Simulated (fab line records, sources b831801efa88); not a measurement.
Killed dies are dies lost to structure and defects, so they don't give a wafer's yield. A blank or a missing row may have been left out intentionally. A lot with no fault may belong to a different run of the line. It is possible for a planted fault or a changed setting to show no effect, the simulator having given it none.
The same fault as seen by 2 desks ; flow sky130 ; numbers are kept per desk, each desk with only its own; the story behind them comes last

== THE METROLOGY DESK ==
Means of the sampled wafers that have a number, per lot and without regard to the tool the lot ran on: this is what the gauges read. If a lot's mean is further than 4 standard deviations from the usual mean, the lot is out of limits and carries the mark OUT (the distance appears in the brackets).
Columns: A = VIA1_W_RS at SKY_VIA1_RS_MEAS_22, usual 0.425 ohm/sq; B = VIA1_W_THK at SKY_VIA1_THK_MEAS_23, usual 278 nm; C = METAL2_ALCU_RS at SKY_METAL2_RS_MEAS_05, usual 0.1263 ohm/sq; D = METAL2_ALCU_THK at SKY_METAL2_THK_MEAS_06, usual 249.1 nm; E = cdNm at SKY_METAL2_CD_MEAS_15, usual 139.6 nm; F = METAL2_OVL at SKY_METAL2_OVL_MEAS_16, usual -1 nm
lot;first seen here;A;B;C;D;E;F
L476;day 33 21:34;0.426;280;0.1277;245.5;141.8;-6
L479;day 34 22:29;0.430;278;0.1279;246.6;138.5;-6
L486;day 38 04:46;0.425;278;0.1262;251.2;141.0;-3
L487;day 38 14:22;0.426;278;0.1253;253.8;139.1;-8
L494;day 40 09:26;0.430;276;0.1271;248.0;140.9;7
L497;day 40 17:40;0.425;273;0.1268;246.9;141.2;4
This desk's verdict: no lot among the 6 shows anything out of limits.

== THE TOOL OWNER'S DESK: pvdSputter-03 ==
At SKY_METAL2_SPUTTER_04 (material TiN, target thk 70 nm, time 58.3 s) the tool's own readings: per lot run on this tool, the mean of the sampled wafers that have a number. If a lot's mean is further than 4 standard deviations from the usual mean, the lot is out of limits and carries the mark OUT (the distance appears in the brackets).
Columns: A = throttleValvePct at SKY_METAL2_SPUTTER_04, usual 29.6 %
lot;first seen here;A
L476;day 33 22:07;29.6
L479;day 34 23:01;29.4
L486;day 38 05:20;29.9
L487;day 38 14:56;29.2
This desk's verdict: no lot among the 4 shows anything out of limits.

== PUT TOGETHER ==
From the metrology desk's view, nothing was out of limits.
Nothing out of limits was seen by the tool owner's desk.

== WHAT WAS PUT IN BY THE SIMULATOR ==
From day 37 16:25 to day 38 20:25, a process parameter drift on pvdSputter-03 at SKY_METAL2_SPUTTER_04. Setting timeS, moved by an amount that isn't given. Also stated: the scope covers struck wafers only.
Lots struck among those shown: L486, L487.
